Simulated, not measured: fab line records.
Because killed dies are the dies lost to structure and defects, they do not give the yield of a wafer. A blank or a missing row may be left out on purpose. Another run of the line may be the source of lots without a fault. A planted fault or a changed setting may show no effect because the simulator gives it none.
fab line records	flow sky130
record: lots: 11	wafers: 33	last-day: 50
route steps=708 shown FIELD_ISO@15 SONOS_ONO@185 METAL1@437 METAL2@501
lots that met no fault: taken from a fault-free run of the same line
start-h: hours from the record's opening day to when the first of the lot's shown wafers began	wait-h: hours since the lot's step before	" identical to the entry in the row above	L1.1+2: one row covering several wafers at once	- value missing, or start not given	* or withheld: withheld	< > ~ a bound
route shown NAME@n: NAME is a module with steps in the file, n the number in the route of the first one	usual: average and standard deviation across the fault-free wafers	same: alike in all rows	chamber/n: place in a boat	sites: each site's reading	_std_site: the standard deviation of these	_edge_site: the outer-site mean with the inner-site mean subtracted	radius-mm: how far each site lies from the wafer's centre	mask NAME#n: copy n	behind: the most recent tool/chamber to have shaped the wafer	hold: cause of the lot's hold/its duration in hours/its outcome	device: names the non-switching transistor (n, p or np)	end of line: the route-end tests of the same wafers	a step with no rows: only its recipe	killed: dies that structure and defects cost at the first sort, which is not the same as the wafer's yield	map: a wafer's dies, marking killed ones x, the rest . and places with no die _
set.NAME: the setting as run; set.NAME@STEP: as run at that earlier step	model.NAME: the simulator's own value behind a step, which no gauge read
steps of the route over a sample of lots; a table a step, a row a wafer
services: a tool's chamber out of use, with start hour (start-h, from the record's first day; less than 0 if before it), hours out, and reason
== steps ==
step: SKY_FIELD_ISO_ETCH_14
recipe: chemistry: N2/H2	target: BARC	ion-energy-ev: 200	source-w: 500	bias-w: 100	pressure-mtorr: 30	n2-flow-sccm: 100	h2-flow-sccm: 200	stop-on: SiO2	time-s: 45.9	target-depth-a: 600
usual: drypump-motor-current-A: 5.5/0.38	oes-product-au: 0.854/0.0048	run-length-s: 74.3/0.4	throttle-valve-pct: 13.225/0.0088
lot.wafer	tool	chamber	start-h	wait-h	drypump-motor-current-A	oes-product-au	rf-hours-counter-h	run-length-s	throttle-valve-pct
L446.2	rie-diel-04	1	35.69	0.1	6.0	0.856	134	74.2	13.219
L446.3	"	2	"	"	5.1	0.851	175	73.6	13.218
L446.6	"	0	"	"	5.1	0.856	-	74.2	13.214
L447.3	rie-diel-04	3	38.83	0.1	6.1	0.853	93	74.1	13.231
L447.4	"	3	"	"	6.1	0.862	-	74.1	13.224
L447.6	"	2	"	"	5.1	0.846	-	74.1	13.222
L448.3	rie-diel-02	1	43.94	0.1	5.8	0.855	44	73.9	13.224
L448.4	"	3	"	"	5.8	0.857	161	73.4	13.224
L448.5	"	0	"	"	5.1	0.855	-	74.6	13.220
L453.1	rie-diel-04	3	71.17	0.1	6.1	0.755	94	86.7	13.217
L453.3	"	1	"	"	5.9	0.759	135	86.6	13.220
L453.6	"	0	"	"	5.0	0.760	-	86.8	13.229
L457.3	rie-diel-04	2	93.57	0.1	5.1	0.751	0	86.6	13.215
L457.5	"	0	"	"	5.0	0.751	-	87.6	13.220
L457.6	"	1	"	"	5.9	0.750	-	86.7	13.203
L459.1	rie-diel-02	1	101.44	0.1	5.8	0.853	45	74.7	13.225
L459.2	"	0	"	"	5.1	0.856	61	74.7	13.226
L459.3	"	3	"	"	5.8	0.860	162	74.0	13.225
L460.1	rie-diel-01	0	107.68	0.1	5.5	0.854	138	73.7	13.227
L460.3	"	2	"	"	4.9	0.856	0	75.0	13.244
L460.5	"	2	"	"	4.9	0.847	-	74.4	13.236
L462.1	rie-diel-02	2	116.67	0.1	5.2	0.869	159	74.5	13.229
L462.2	"	0	"	"	5.1	0.847	62	74.6	13.229
L462.5	"	1	"	"	5.8	0.854	-	74.5	13.229
L463.4	rie-diel-01	1	122.13	0.0	5.8	0.859	114	74.9	13.223
L463.5	"	3	"	"	5.5	0.847	-	74.4	13.234
L463.6	"	2	"	"	4.9	0.859	-	74.4	13.208
L467.4	rie-diel-04	0	145.92	0.0	5.1	0.849	2	74.3	13.225
L467.5	"	2	"	"	5.1	0.852	-	74.3	13.230
L467.6	"	1	"	"	6.0	0.853	-	74.3	13.222
L468.2	rie-diel-04	0	151.47	0.1	5.0	0.857	2	74.3	13.238
L468.3	"	1	"	"	5.9	0.845	137	74.3	13.226
L468.4	"	2	"	"	5.1	0.860	1	73.8	13.245
step: SKY_FIELD_ISO_STRIP_16
recipe: chemistry: O2/N2	power-w: 1400	pressure-mtorr: 1500	platen-temp-c: withheld	o2-flow-sccm: 3000	n2-flow-sccm: 300	overash-fraction: 0.5
usual: drypump-motor-current-A: 5.9/0.37	oes-product-au: 0.377/0.0048	strip-time-to-endpoint-s: 3.54/0.038
lot.wafer	tool	chamber	start-h	wait-h	drypump-motor-current-A	oes-product-au	rf-hours-counter-h	strip-time-to-endpoint-s
L446.2	plasma-asher-03	0	35.79	0.0	6.2	0.382	21	3.54
L446.3	"	1	"	"	6.2	0.379	-	3.51
L446.6	"	1	"	"	6.2	0.384	-	3.59
L447.3	plasma-asher-04	0	38.97	0.1	5.7	0.372	-	3.51
L447.4	"	1	"	"	6.0	0.380	-	3.51
L447.6	"	1	"	"	6.0	0.382	-	3.58
L448.3	plasma-asher-02	0	44.07	0.1	5.2	0.384	-	3.59
L448.4	"	1	"	"	6.1	0.382	-	3.54
L448.5	"	0	"	"	5.1	0.375	-	3.55
L453.1	plasma-asher-03	0	71.27	0.0	6.2	0.368	25	3.37
L453.3	"	1	"	"	6.2	0.365	-	3.36
L453.6	"	1	"	"	6.2	0.368	-	3.40
L457.3	plasma-asher-02	0	93.70	0.1	5.1	0.373	-	3.47
L457.5	"	1	"	"	6.2	0.371	-	3.42
L457.6	"	0	"	"	5.1	0.380	-	3.40
L459.1	plasma-asher-02	1	101.54	0.0	6.2	0.380	39	3.60
L459.2	"	0	"	"	5.1	0.388	39	3.57
L459.3	"	1	"	"	6.2	0.374	-	3.57
L460.1	plasma-asher-04	0	107.78	0.0	5.7	0.372	45	3.47
L460.3	"	1	"	"	6.0	0.368	-	3.49
L460.5	"	1	"	"	6.0	0.366	-	3.48
L462.1	plasma-asher-04	1	116.77	0.0	6.0	0.376	46	3.63
L462.2	"	0	"	"	5.7	0.374	46	3.55
L462.5	"	0	"	"	5.8	0.381	-	3.60
L463.4	plasma-asher-03	1	122.27	0.1	6.2	0.371	-	3.49
L463.5	"	0	"	"	6.2	0.381	-	3.58
L463.6	"	1	"	"	6.2	0.380	-	3.52
L467.4	plasma-asher-03	1	146.05	0.1	6.2	0.371	-	3.51
L467.5	"	0	"	"	6.2	0.383	-	3.52
L467.6	"	1	"	"	6.1	0.372	-	3.52
L468.2	plasma-asher-02	0	151.57	0.0	5.1	0.378	3	3.54
L468.3	"	0	"	"	5.2	0.382	-	3.58
L468.4	"	1	"	"	6.2	0.381	-	3.52
step: SKY_SONOS_ONO_STRIP_17
recipe: chemistry: O2/N2	power-w: 1400	pressure-mtorr: 1500	platen-temp-c: withheld	o2-flow-sccm: 3000	n2-flow-sccm: 300	overash-fraction: 0.5
usual: drypump-motor-current-A: 5.8/0.34	oes-product-au: 0.710/0.0041	strip-time-to-endpoint-s: 14.09/0.041
lot.wafer	tool	chamber	start-h	wait-h	drypump-motor-current-A	oes-product-au	rf-hours-counter-h	strip-time-to-endpoint-s
L446.2	plasma-asher-04	1	287.52	0.0	6.0	0.710	61	14.14
L446.3	"	0	"	"	5.7	0.713	-	14.07
L446.6	"	1	"	"	6.0	0.715	-	14.13
L447.3	plasma-asher-03	0	291.11	0.0	6.2	0.708	-	14.09
L447.4	"	1	"	"	6.2	0.705	-	14.10
L447.6	"	1	"	"	6.2	0.708	-	14.06
L448.3	plasma-asher-03	1	298.21	0.0	6.2	0.704	-	14.08
L448.4	"	0	"	"	6.2	0.707	-	14.05
L448.5	"	1	"	"	6.2	0.713	-	14.10
L453.1	plasma-asher-01	0	344.08	0.0	5.3	0.711	69	14.03
L453.3	"	1	"	"	5.5	0.705	-	14.05
L453.6	"	0	"	"	5.3	0.712	-	14.09
L457.3	plasma-asher-03	1	379.35	0.0	6.2	0.706	-	14.07
L457.5	"	1	"	"	6.2	0.704	-	14.01
L457.6	"	0	"	"	6.2	0.709	-	14.00
L459.1	plasma-asher-04	1	389.33	0.0	6.0	0.705	71	14.16
L459.2	"	0	"	"	5.7	0.709	71	14.17
L459.3	"	1	"	"	6.0	0.707	-	14.19
L460.1	plasma-asher-04	0	398.62	0.0	5.7	0.709	72	14.10
L460.3	"	1	"	"	6.0	0.710	-	14.13
L460.5	"	1	"	"	6.0	0.704	-	14.15
L462.1	plasma-asher-01	1	432.42	0.0	5.5	0.712	77	14.14
L462.2	"	0	"	"	5.3	0.708	77	14.13
L462.5	"	1	"	"	5.5	0.708	-	14.12
L463.4	plasma-asher-03	0	432.76	0.0	6.2	0.712	-	14.07
L463.5	"	1	"	"	6.2	0.707	-	14.07
L463.6	"	0	"	"	6.2	0.718	-	14.06
L467.4	plasma-asher-01	0	460.60	0.0	5.3	0.717	-	14.11
L467.5	"	0	"	"	5.3	0.709	-	14.07
L467.6	"	1	"	"	5.5	0.710	-	14.08
L468.2	plasma-asher-01	0	468.86	0.0	5.3	0.711	80	14.09
L468.3	"	1	"	"	5.5	0.717	-	14.10
L468.4	"	0	"	"	5.3	0.708	-	14.14
step: SKY_METAL1_SPUTTER_03
recipe: material: Ti	target-thk-nm: 5	power-w: 3000	time-s: 3.3	chamber-pressure-pa: 0.4
usual: throttle-valve-pct: 29.7/0.94
lot.wafer	tool	chamber	start-h	wait-h	throttle-valve-pct
L446.2	pvd-sputter-01	-	738.85	0.0	30.1
L446.3	"	-	"	"	30.8
L446.6	"	-	"	"	30.6
L447.3	pvd-sputter-03	-	751.59	0.0	28.7
L447.4	"	-	"	"	29.0
L447.6	"	-	"	"	28.5
L448.3	pvd-sputter-03	-	758.00	0.0	28.3
L448.4	"	-	"	"	29.1
L448.5	"	-	"	"	28.6
L453.1	pvd-sputter-04	-	798.60	0.0	28.3
L453.3	"	-	"	"	30.5
L453.6	"	-	"	"	30.0
L457.3	pvd-sputter-04	-	822.25	0.0	28.3
L457.5	"	-	"	"	29.9
L457.6	"	-	"	"	28.4
L459.1	pvd-sputter-04	-	836.00	0.0	29.6
L459.2	"	-	"	"	30.4
L459.3	"	-	"	"	28.5
L460.1	pvd-sputter-03	-	844.56	0.0	29.3
L460.3	"	-	"	"	31.3
L460.5	"	-	"	"	31.2
L463.4	pvd-sputter-01	-	883.38	0.0	29.4
L463.5	"	-	"	"	29.2
L463.6	"	-	"	"	30.9
L462.1	pvd-sputter-01	-	884.66	0.0	30.5
L462.2	"	-	"	"	30.5
L462.5	"	-	"	"	30.5
L467.4	pvd-sputter-04	-	896.99	0.0	30.1
L467.5	"	-	"	"	29.9
L467.6	"	-	"	"	28.2
L468.2	pvd-sputter-01	-	905.05	0.0	30.4
L468.3	"	-	"	"	30.8
L468.4	"	-	"	"	30.1
step: SKY_METAL2_ETCH_18
recipe: chemistry: N2/H2	target: BARC	ion-energy-ev: 200	bias-w: 100	pressure-mtorr: 30	n2-flow-sccm: 100	h2-flow-sccm: 200	icp-w: 500	stop-on: SiO2	time-s: 45.9	target-depth-a: 600
usual: drypump-motor-current-A: 5.9/0.35	oes-product-au: 0.856/0.0046	run-length-s: 74.5/0.69	throttle-valve-pct: 13.227/0.0088
lot.wafer	tool	chamber	start-h	wait-h	drypump-motor-current-A	oes-product-au	rf-hours-counter-h	run-length-s	throttle-valve-pct
L446.2	rie-metal-02	1	822.50	0.0	6.0	0.860	14	74.5	13.226
L446.3	"	1	"	"	6.0	0.855	-	75.4	13.220
L446.6	"	1	"	"	6.0	0.856	-	74.7	13.223
L447.3	rie-metal-02	0	833.33	0.0	6.3	0.856	-	74.3	13.238
L447.4	"	1	"	"	6.0	0.856	-	74.6	13.219
L447.6	"	0	"	"	6.3	0.853	-	74.1	13.239
L448.3	rie-metal-03	1	839.51	0.0	5.8	0.850	-	74.5	13.231
L448.4	"	0	"	"	6.0	0.850	-	73.8	13.213
L448.5	"	1	"	"	5.8	0.855	-	74.4	13.207
L453.1	rie-metal-03	1	880.59	0.0	5.8	0.857	4	74.2	13.229
L453.3	"	0	"	"	6.0	0.850	-	74.3	13.215
L453.6	"	0	"	"	6.0	0.855	-	73.6	13.238
L457.3	rie-metal-03	1	903.01	0.0	5.8	0.858	-	74.7	13.224
L457.5	"	1	"	"	5.8	0.854	-	74.3	13.222
L457.6	"	0	"	"	6.0	0.852	-	74.0	13.224
L459.1	rie-metal-01	1	915.44	0.0	6.0	0.854	2	74.1	13.230
L459.2	"	0	"	"	5.1	0.852	9	74.7	13.232
L459.3	"	0	"	"	5.1	0.863	-	74.9	13.229
L460.1	rie-metal-01	0	924.39	0.0	5.2	0.855	10	74.9	13.228
L460.3	"	1	"	"	6.0	0.849	-	74.9	13.220
L460.5	"	0	"	"	5.1	0.861	-	75.0	13.231
L463.4	rie-metal-03	1	960.62	0.0	5.8	0.853	-	74.3	13.232
L463.5	"	0	"	"	6.0	0.863	-	73.5	13.222
L463.6	"	1	"	"	5.8	0.864	-	74.5	13.233
L462.1	rie-metal-01	1	962.95	0.0	6.0	0.863	5	74.2	13.219
L462.2	"	0	"	"	5.2	0.859	12	74.7	13.244
L462.5	"	1	"	"	6.0	0.865	-	74.2	13.229
L467.4	rie-metal-01	0	974.82	0.0	5.1	0.855	-	74.9	13.224
L467.5	"	1	"	"	6.0	0.859	-	74.5	13.241
L467.6	"	0	"	"	5.1	0.845	-	74.7	13.228
L468.2	rie-metal-03	0	981.42	0.0	6.0	0.855	8	76.5	13.215
L468.3	"	1	"	"	5.8	0.853	-	77.3	13.203
L468.4	"	0	"	"	6.0	0.854	-	77.1	13.229
== services ==
tool	chamber	start-h	hours	kind
plasma-asher-03	-	25.70	0.7	repair
plasma-asher-03	-	58.66	2.6	repair
plasma-asher-04	-	110.75	2.8	pm
plasma-asher-04	-	120.80	1.0	repair
plasma-asher-03	-	129.68	1.4	repair
plasma-asher-03	-	149.88	24.6	repair
plasma-asher-04	-	149.92	4.0	repair
plasma-asher-04	-	153.51	0.8	repair
rie-diel-04	2	197.42	3.3	repair
rie-diel-04	-	225.78	0.9	repair
plasma-asher-04	-	226.88	14.6	pm
rie-diel-04	-	261.97	2.8	pm
rie-diel-04	-	399.52	14.6	pm
plasma-asher-03	-	414.37	14.3	repair
plasma-asher-04	-	421.25	9.0	pm
rie-diel-04	0	465.60	9.9	repair
plasma-asher-04	-	513.86	2.8	repair
rie-diel-04	1	556.58	2.7	repair
plasma-asher-03	-	565.38	2.8	pm
plasma-asher-03	-	582.89	2.7	repair
plasma-asher-03	-	630.04	1.9	repair
rie-diel-04	1	632.39	7.1	repair
plasma-asher-03	-	724.65	2.9	repair
plasma-asher-03	-	947.70	14.6	pm
== key ==
first-sign: step: SKY_FIELD_ISO_ETCH_14	reading: run-length-s	direction: up	sigmas: 31	usual: *	struck: *
effect: step: SKY_FIELD_ISO_ETCH_14	reading: oes-product-au	direction: down	sigmas: 21	usual: 0.854	struck: 0.754
effect: step: SKY_FIELD_ISO_STRIP_16	reading: strip-time-to-endpoint-s	direction: down	sigmas: 3.5	usual: *	struck: *
met-at SKY_FIELD_ISO_ETCH_14
struck-lots L453,L457
tester-left-out L453,L457
not-acting-at SKY_SONOS_ONO_STRIP_17,SKY_METAL1_SPUTTER_03,SKY_METAL2_ETCH_18
onset-between 38.83 71.17
fault: kind: process-parameter-drift	tool: rie-diel-04	chamber: -	onset-h: 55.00	steps: SKY_FIELD_ISO_ETCH_14	channel: time-s	offset: *	shape: step	end-h: 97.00	acts-in: *	stated: *
tester-left-out: of these lots the tester's yield and bins aren't shown, on N5 and GAA mostly nor the transistor test; their killed dies are dies lost to structure and defects alone, not to doping, threshold or leakage, so they don't give the yield
